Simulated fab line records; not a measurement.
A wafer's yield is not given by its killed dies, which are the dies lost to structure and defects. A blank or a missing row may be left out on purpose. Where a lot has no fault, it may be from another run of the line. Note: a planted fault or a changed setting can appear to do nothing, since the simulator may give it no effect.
Comparing a struck lot with a sound one | flow sky130 | 34 steps out of a route of 708
Sound: wafers L835.3, L835.4, L835.6. Wafers struck: L819.2, L819.4, L819.6. Last of all comes the cause.
Each step with rows lists, per side, the tool, then ch with its chambers, then its first start. Under that, the readings that differ: sound wafers | struck wafers | difference of the means | sigmas: that difference in standard deviations of wafers without a fault.
alike: readings with means less than 2 such deviations apart, plus words and numbers identical on both sides. not compared: withheld readings, readings lacking a value on some wafer, bounds such as >300 that could conceal the same value, and numbers that have no deviation in the record and whose values overlap.
The two part at a step that has a row with sigmas, a row that says differs or no value, or rows on one side only. Non-overlapping numbers with no deviation appear without sigmas and do not part them. Lack of a reading on every wafer of one side parts them only where that side has two or more wafers.

first, 7 steps without rows for these wafers: SKY_SONOS_TUNNEL_DEVELOP_06 (develop time 60 s); SKY_SONOS_TUNNEL_IMPLANT_09; SKY_SONOS_TUNNEL_WET_ETCH_10 (etches SiO2 in dHF, target depth 14 nm, time 280 s); SKY_SONOS_TUNNEL_STRIP_11 (strips in SPM, time 600 s); SKY_SONOS_TUNNEL_CLEAN_13 (cleans in dHF, time 20 s); SKY_SONOS_ONO_OXIDATION_00 (stabilise 600 s, purge 300 s, target thk 2.6 nm); SKY_SONOS_ONO_CVD_02 (deposits Si3N4 from DCS/NH3, target thk 10.5 nm, time 180 s).
SKY_SONOS_ONO_CVD_04: deposits SiO2 from SiH4/N2O, target thk 5.7199 nm.
  sound on lpcvd-03 ch 0, day 19 00:20; struck on lpcvd-03 ch 0, day 13 09:13
  reading                                    | sound             | struck            | difference | sigmas
  spike_tc_bottom_C (C)                      | 918.8 917.6 918.3 | 928.8 927.4 925.7 | +9.1       | +8
  spike_tc_centre_C (C)                      | 900.0 902.3 902.4 | 911.3 909.8 913.4 | +9.9       | +10
  spike_tc_lower_C (C)                       | 899.8 898.3 898.8 | 909.2 910.4 909.1 | +10.6      | +9
  spike_tc_top_C (C)                         | 911.9 911.2 912.5 | 922.2 921.4 921.9 | +10.0      | +10
  spike_tc_upper_C (C)                       | 898.0 900.0 897.8 | 909.8 910.1 911.3 | +11.8      | +10
  susceptor_temp_C (C)                       | 900.1 900.5 900.1 | 910.5 910.8 910.8 | +10.5      | +26
  model.SiO2_of_SONOS_ONO_CVD_04.thk_nm (nm) | 5.709 5.834 5.758 | 6.563 6.619 6.537 | +0.806     |
SKY_SONOS_ONO_THK_MEAS_05:
  sound: film_metro-01 at day 19 01:36; struck: film_metro-01 at day 13 10:29
  reading                   | sound          | struck         | difference | sigmas
  SONOS_ONO_CVD_04_THK (nm) | 5.68 5.77 5.78 | 6.59 6.61 6.54 | +0.84      | +8
then, 23 steps without rows for these wafers: SKY_SONOS_ONO_DEHYDRATE_06 (time 60 s); SKY_SONOS_ONO_HMDS_07 (prime time 60 s); SKY_SONOS_ONO_COAT_08 (resist thk 1140 nm); SKY_SONOS_ONO_SOFTBAKE_09 (time 60 s); SKY_SONOS_ONO_EXPOSE_10 (exposes mask ONOM, target cd 410 nm); SKY_SONOS_ONO_PEB_11; SKY_SONOS_ONO_DEVELOP_12 (develop time 60 s); SKY_SONOS_ONO_ETCH_15 (etches the open film in CHF3/O2, target depth 19.52 nm, time 7.8 s); SKY_SONOS_ONO_WET_ETCH_16 (etches SiO2 in dHF, target depth 14 nm, time 280 s); SKY_SONOS_ONO_STRIP_17 (strips in O2/N2); SKY_SONOS_ONO_WET_ETCH_18 (etches Si3N4 in H3PO4, target depth 15 nm, time 172 s); SKY_GATE_OXIDE_CLEAN_00 (cleans in SC1/SC2, time 150 s); SKY_GATE_OXIDE_OXIDATION_01 (stabilise 600 s, purge 300 s, target thk 10.268 nm); SKY_GATE_OXIDE_DEHYDRATE_03 (time 60 s); SKY_GATE_OXIDE_HMDS_04 (prime time 60 s); SKY_GATE_OXIDE_COAT_05 (resist thk 1140 nm); SKY_GATE_OXIDE_SOFTBAKE_06 (time 60 s); SKY_GATE_OXIDE_EXPOSE_07 (exposes mask LVOM, target cd 600 nm); SKY_GATE_OXIDE_PEB_08; SKY_GATE_OXIDE_DEVELOP_09 (develop time 60 s); SKY_GATE_OXIDE_IMPLANT_11; SKY_GATE_OXIDE_WET_ETCH_12 (etches SiO2 in dHF, target depth 16.8 nm, time 336 s); SKY_GATE_OXIDE_STRIP_13 (strips in O2/N2).
-- the record jumps here: 2 days lie between the struck wafers' starts before and after --
SKY_GATE_OXIDE_CLEAN_15: cleans in SC1/SC2, time 150 s.
  sound on wet_bench-03 ch 3, day 21 16:21; struck on wet_bench-03 ch 1, day 15 18:16
  reading                                    | sound             | struck            | difference | sigmas
  model.SiO2_of_SONOS_ONO_CVD_04.thk_nm (nm) | 4.178 4.308 4.228 | 5.076 5.133 5.049 | +0.848     |
-- the record jumps here: 31 days lie between the struck wafers' starts before and after (it left off in module GATE_OXIDE and takes up again in module PAD_OPEN, whose first step shown is number 708 of the route) --
SKY_PAD_OPEN_PROBE_99:
  sound: prober-02 at day 50 17:02; struck: prober-01 at day 47 04:29
  reading                                     | sound                | struck               | difference | sigmas
  killed_at_contacts                          | 21 14 23             | 32 25 38             | +12        | +2
  model.etest.sonos_erased.drive_ua_um        | 194.5 195.3 174.2    | 130.9 132 129.2      | -57.3      |
  model.etest.sonos_uncharged.r_on_ohm_um     | 811.4 802.6 809.1    | 839 844.3 847.2      | +36        |
  model.etest.cap_ono.gate_log10_a_cm2        | -7.887 -8.038 -7.858 | -9.065 -9.288 -9.01  | -1.193     |
  model.etest.sonos_programmed.off_log10_a_um | -14.06 -13.93 -13.89 | -13.14 -13.13 -13.31 | +0.77      |
  model.etest.cap_ono.gate_bv_v (V)           | 16.78 16.16 16.58    | 17.13 17.47 17.39    | +0.82      |
  model.etest.cap_ono.tox_acc_nm (nm)         | 12.82 12.91 12.86    | 13.74 13.94 13.73    | +0.94      |
  model.etest.sonos_programmed.vt_v (V)       | 1.575 1.466 1.548    | 0.9713 0.9035 0.9768 | -0.5791    |
  model.etest.sonos_erased.vt_v (V)           | -2.336 -2.28 -2.273  | -1.798 -1.683 -1.811 | +0.532     |
  alike: killed_at_M0_to_M3, killed_at_M4_up, killed_at_front_end, killed_at_other, killed_dies, killed_open, killed_short

## WHERE THEY PART
Earliest at SKY_SONOS_ONO_CVD_04; latest, in this record, at SKY_PAD_OPEN_PROBE_99.

WHY: whatever the simulator had introduced
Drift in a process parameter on lpcvd-03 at SKY_SONOS_ONO_CVD_04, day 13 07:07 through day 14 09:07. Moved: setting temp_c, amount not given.
